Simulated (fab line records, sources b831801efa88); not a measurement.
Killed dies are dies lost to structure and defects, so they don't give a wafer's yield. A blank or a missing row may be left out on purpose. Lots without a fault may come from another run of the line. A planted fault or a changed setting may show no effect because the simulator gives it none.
Problem report in the 8D (eight disciplines) form, filled by code | flow gf180mcu | the parts of the form that need people (team, actions taken, sign-off) are left out

1. THE PROBLEM
cathode_dc_power_W at GF_MIM_SPUTTER_01 reads a mean of 7619.6 W on 2 wafers of 2 lots; wafers without a fault read 6500.1 W with a standard deviation of 1.2. That is +99 or more standard deviations from the usual mean.
The step: material TiN, target thk 30 nm, time 25 s.
First seen on wafer L136.4, day 29 14:59, on pvd_sputter-01. The record holds 14 wafers of 6 lots with a number at this step. Rule for "out", or "out of limits": more than 4 standard deviations from the usual mean. The other wafers with a number count as sound.

2. WHAT IT IS AND WHAT IT IS NOT
question                    | is                     | is not
which readings at this step | cathode_dc_power_W     | throttle_valve_pct
which lots                  | L136, L138             | L124, L126, L143, L144
which wafers of those lots  | all that have a number | -
read on which tools         | pvd_sputter-01         | pvd_sputter-04
when                        | from day 29 14:59      | up to then (6 sound wafers); but 6 sound wafers of L143, L144 came after

3. SUSPECTS, AND WHAT RULES EACH OUT
Counting: a tool at a process step up to the reading stays a suspect if it ran every lot that is out and no sound lot after the first of them.
- cvd_w-02 at GF_V4_CVD_23 (deposits W, target thk 350 nm, time 104.9 s): kept. It ran every lot that is out, first L136 (day 29 14:20), and no sound lot after that; its last sound lot up to then is L126 (day 26 08:11).
- pvd_sputter-01 at GF_MIM_SPUTTER_01 (material TiN, target thk 30 nm, time 25 s): kept. It ran every lot that is out, first L136 (day 29 14:59), and no sound lot after that; its last sound lot up to then is L124 (day 25 16:41). Its own readings are out on those wafers: cathode_dc_power_W.
Left after counting: cvd_w-02 at GF_V4_CVD_23, pvd_sputter-01 at GF_MIM_SPUTTER_01.

4. THE CAUSE (what the simulator had put in)
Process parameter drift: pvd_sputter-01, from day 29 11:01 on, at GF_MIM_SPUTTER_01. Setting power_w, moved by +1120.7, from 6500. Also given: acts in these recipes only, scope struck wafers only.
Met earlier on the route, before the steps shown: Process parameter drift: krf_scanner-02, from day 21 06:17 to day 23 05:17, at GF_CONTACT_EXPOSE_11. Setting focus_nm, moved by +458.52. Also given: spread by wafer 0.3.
Counting left 2 suspects, and this tool is among them.

5. THE CHAIN OF EFFECTS, in route order
Each row: a reading whose mean over the struck wafers that have a number lies more than 3 standard deviations from the usual. Only readings for which the record gives a usual standard deviation are gone through. hours: the time from each lot's start at the first step in this table that gives one to its start at this step, as a median over the lots. sigmas: the change in usual standard deviations.
hours | step              | reading            | usual    | on struck wafers | change  | sigmas
0     | GF_MIM_SPUTTER_01 | cathode_dc_power_W | 6500.1 W | 7619.6           | +1119.5 | +99 or more
The process steps in it:
- GF_MIM_SPUTTER_01: material TiN, target thk 30 nm, time 25 s.

6. WHAT WOULD HAVE CAUGHT IT SOONER
In this record the first reading out of limits was taken at day 29 14:59, 4 hours after the fault began at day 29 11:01.
